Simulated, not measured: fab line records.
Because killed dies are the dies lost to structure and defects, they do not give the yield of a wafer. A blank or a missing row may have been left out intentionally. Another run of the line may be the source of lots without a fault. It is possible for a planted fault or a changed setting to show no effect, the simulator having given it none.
Which of the tools did it? -- flow sky130 -- Sampling: 7 lots, 21 wafers, 2 of 708 route steps

## WHAT THE GAUGES SHOWED, per wafer
SKY_RES_XHIGH_TW_MEAS_09.
lot,measured,on,RES_XHIGH_TW
L741,day 27 12:18,film_metro-01,1634 1637 1640
L743,day 28 03:16,film_metro-01,30 30 30
L751,day 30 16:58,film_metro-02,1635 1630 1636
L753,day 31 09:20,film_metro-01,1643 1646 1646
L757,day 32 15:43,film_metro-03,1645 1646 1650
L760,day 33 15:34,film_metro-03,1666 1666 1657
L763,day 34 09:19,film_metro-03,1645 1649 1648

## EACH LOT AND THE TOOL THAT RAN IT (in order: tool; ch and the chambers of the sampled wafers; start)
lot,SKY_RES_XHIGH_EXPOSE_04
L741,"iline_stepper-02 ch 0, day 26 22:30"
L743,"iline_stepper-02, day 27 12:13"
L751,"iline_stepper-02 ch 0, day 30 03:11"
L753,"iline_stepper-01 ch 0, day 30 19:14"
L757,"iline_stepper-01 ch 0, day 32 02:08"
L760,"iline_stepper-02 ch 0, day 33 02:07"
L763,"iline_stepper-02 ch 0, day 33 19:53"
- SKY_RES_XHIGH_EXPOSE_04: exposes mask URPM, target cd 1270 nm.

## THE ANSWER, worked out from the rows above alone
Rule: usual is defined by the lots themselves. Put in order of their means at a reading, lots are off if they are a third of the lots or fewer, leave a main group of 4 or more, and stand apart from it by a gap of 3 or more times the standard deviation of the main group's means; of several such gaps the widest counts. A main group is skipped when, at the precision printed for the reading in the tables above, its means are all equal. A lot without any number at a reading at which 4 lots or more have one is off too. Where the step has rows for the other lots, those lots are counted as sound.
Off: L743, seen at SKY_RES_XHIGH_TW_MEAS_09 (RES_XHIGH_TW). Mean 1646 and standard deviation 9.3 in the main group.
A tool fits if, at a process step before that reading, it ran every lot that is off, and no sound lot after the first of them. Gauges at SKY_RES_XHIGH_TW_MEAS_09: tried the same way as those tools. Of those tried, none fits.

## WHAT THE SIMULATOR PUT IN
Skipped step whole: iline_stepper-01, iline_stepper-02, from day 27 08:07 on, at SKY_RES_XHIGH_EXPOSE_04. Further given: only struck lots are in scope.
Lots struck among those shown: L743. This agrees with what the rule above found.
